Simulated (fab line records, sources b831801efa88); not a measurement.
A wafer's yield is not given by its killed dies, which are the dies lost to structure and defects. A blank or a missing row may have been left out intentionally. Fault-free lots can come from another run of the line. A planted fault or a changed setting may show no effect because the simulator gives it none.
Which of the tools did it? ; flow gf180mcu ; Sampling: 14 lots, 42 wafers, 5 of 602 route steps

== WHAT EACH GAUGE READ, for each wafer ==
GF_VT_IMPLANT_OVL_MEAS_18. Usual: for VT_IMPLANT_01_OVL the level is -1.9 nm and the standard deviation is 1.3.
lot;measured;on;VT_IMPLANT_01_OVL (nm);flag
L852;day 6 06:54;overlay-01;-3.8 -3.6 -2.3;
L853;day 6 10:37;overlay-01;-1.6 -2.7 -3.6;
L854;day 6 17:51;overlay-02;1.5 -0.5 -1.2;
L855;day 7 01:11;overlay-01;-1.4 -2.8 -0.6;
L856;day 7 12:53;overlay-01;-2.2 -1.5 -2.1;
L857;day 7 19:17;overlay-02;0.8 -0.4 -1.2;
L858;day 7 22:26;overlay-01;-3.8 -3.5 -4.3;
L859;day 8 04:05;overlay-02;-0.6 -2.0 -1.1;
L860;day 8 11:13;overlay-02;-2.2 -2.8 -3.6;
L862;day 8 22:47;overlay-01;-2.5 -1.6 -0.1;
L871;day 11 08:59;overlay-02;-1.1 1.1 -0.2;
L872;day 11 14:38;overlay-02;0.6 0.3 1.4;
L873;day 11 20:17;overlay-02;-0.9 -1.6 -1.0;
L874;day 12 01:08;overlay-01;-4.2 -1.8 -2.5;

GF_VT_IMPLANT_RS_MEAS_46: uses a four-point probe to measure. Usual: for MVSD_RS the level is 456.1 ohm/sq and the standard deviation is 0.94.
lot;measured;on;MVSD_RS (ohm/sq);flag
L852;day 7 14:16;film metro-01;456.6 457.5 456.8;
L853;day 7 18:13;film metro-04;456.4 456.6 456.9;
L854;day 8 02:34;film metro-04;455.7 456.2 456.1;
L855;day 8 09:53;film metro-04;455.8 454.9 454.6;
L856;day 8 23:29;film metro-02;455.5 456.4 457.3;
L857;day 9 06:29;film metro-04;455.6 454.6 455.3;
L858;day 9 08:23;film metro-02;456.1 455.5 455.4;
L859;day 9 16:21;film metro-02;457.6 456.8 457.0;
L860;day 9 23:25;film metro-02;455.3 456.2 455.0;
L862;day 10 11:46;film metro-01;456.3 456.8 455.9;
L871;day 12 23:29;film metro-01;456.1 457.0 456.9;
L872;day 13 06:56;film metro-02;456.2 456.2 456.5;
L873;day 13 12:50;film metro-01;456.2 456.6 457.3;
L874;day 13 18:10;film metro-01;455.4 454.7 456.0;

GF_HV_LDD_OVL_MEAS_32. Usual: for HV_LDD_02_OVL the level is -0.2 nm and the standard deviation is 1.3.
lot;measured;on;HV_LDD_02_OVL (nm);flag
L852;day 11 14:43;overlay-01;-1.9 -2.5 0.8;
L853;day 11 17:39;overlay-01;-1.7 1.2 0.3;
L854;day 12 05:49;overlay-01;-1.8 -2.6 -2.2;
L855;day 12 12:06;overlay-02;1.8 2.4 0.3;
L856;day 13 06:47;overlay-02;0.9 -0.8 -0.8;
L857;day 13 16:49;overlay-01;-1.7 -0.2 -1.8;
L858;day 13 17:12;overlay-02;-0.5 -0.8 0.4;
L859;day 14 00:10;overlay-02;-0.2 -1.2 -0.5;
L860;day 14 14:52;overlay-01;0.0 1.5 0.4;
L862;day 14 22:25;overlay-02;0.9 0.6 0.1;
L871;day 17 20:09;overlay-01;-1.1 -1.7 0.4;
L872;day 18 04:16;overlay-02;0.0 0.9 1.8;
L873;day 18 09:44;overlay-02;-1.5 1.0 -0.4;
L874;day 18 17:51;overlay-02;-1.1 0.9 -1.4;

GF_HV_LDD_TW_MEAS_38. Usual: for HV_LDD_3_TW the level is 1448 and the standard deviation is 13.
lot;measured;on;HV_LDD_3_TW;flag
L852;day 11 15:28;film metro-04;1459 1457 1468;
L853;day 11 18:24;film metro-04;1459 1456 1461;
L854;day 12 06:34;film metro-04;1458 1452 1446;
L855;day 12 12:50;film metro-02;1433 1435 1432;
L856;day 13 07:32;film metro-04;1457 1457 1463;
L857;day 13 17:33;film metro-02;1431 1428 1430;
L858;day 13 17:56;film metro-02;1425 1434 1431;
L859;day 14 00:55;film metro-04;1448 1450 1446;
L860;day 14 15:37;film metro-04;30 30 30;OFF
L862;day 14 23:10;film metro-01;30 30 30;OFF
L871;day 17 20:53;film metro-02;1430 1432 1421;
L872;day 18 05:00;film metro-04;1457 1454 1458;
L873;day 18 10:29;film metro-02;1421 1432 1429;
L874;day 18 18:35;film metro-01;1436 1437 1442;

== TOOL THAT RAN EACH LOT (tool first, then ch and the chambers of the sampled wafers, then the start) ==
lot;GF_HV_LDD_DEVELOP_30
L852;litho track-01 ch 0, day 11 14:28
L853;litho track-04 ch 0, day 11 17:25
L854;litho track-03 ch 0, day 12 05:36
L855;litho track-03 ch 0, day 12 11:50
L856;litho track-04 ch 0, day 13 06:31
L857;litho track-01 ch 0, day 13 16:32
L858;litho track-03 ch 0, day 13 16:56
L859;litho track-01 ch 0, day 13 23:55
L860;litho track-01 ch 0, day 14 14:38
L862;litho track-01 ch 0, day 14 22:10
L871;litho track-03 ch 0, day 17 19:53
L872;litho track-01 ch 0, day 18 03:59
L873;litho track-04 ch 0, day 18 09:28
L874;litho track-04 ch 0, day 18 17:35
- GF_HV_LDD_DEVELOP_30: develop time 60 s.

== WHAT THE TOOLS THEMSELVES READ (means of the sampled wafers that have a number; where no wafer has one, the mark that the record gives instead) ==
GF_HV_LDD_DEVELOP_30. Usual: developer temp C reads 23.02 C (standard deviation 0.11).
lot;tool;developer temp C (C);flag
L852;litho track-01;22.87;
L853;litho track-04;23.03;
L854;litho track-03;22.94;
L855;litho track-03;22.84;
L856;litho track-04;23.00;
L857;litho track-01;23.09;
L858;litho track-03;23.18;
L859;litho track-01;23.15;
L860;litho track-01;23.00;
L862;litho track-01;23.04;
L871;litho track-03;23.03;
L872;litho track-01;23.00;
L873;litho track-04;23.08;
L874;litho track-04;23.06;

== THE ANSWER, worked out from the rows above alone ==
Rule: lot off if the mean of its wafers having a number is beyond 3 standard deviations from the usual mean. A lot without any number at a reading at which 4 lots or more have one is off too. Where the step has rows for the other lots, those lots are counted as sound. First the gauges in route order, then the tools' own readings, where a lot's mean is used as printed above. At the first step where some lot is off, the reading lying furthest off is the one used; lots without a number count as furthest.
Off: at GF_HV_LDD_TW_MEAS_38 (HV_LDD_3_TW), L860, L862.
If a tool, at a process step before that reading, ran all the lots that are off and no sound lot after the first of them, it fits. Gauges at GF_HV_LDD_TW_MEAS_38: tried the same way as those tools. Not one of the candidates tried fits.

== WHAT HAD BEEN PUT IN BY THE SIMULATOR ==
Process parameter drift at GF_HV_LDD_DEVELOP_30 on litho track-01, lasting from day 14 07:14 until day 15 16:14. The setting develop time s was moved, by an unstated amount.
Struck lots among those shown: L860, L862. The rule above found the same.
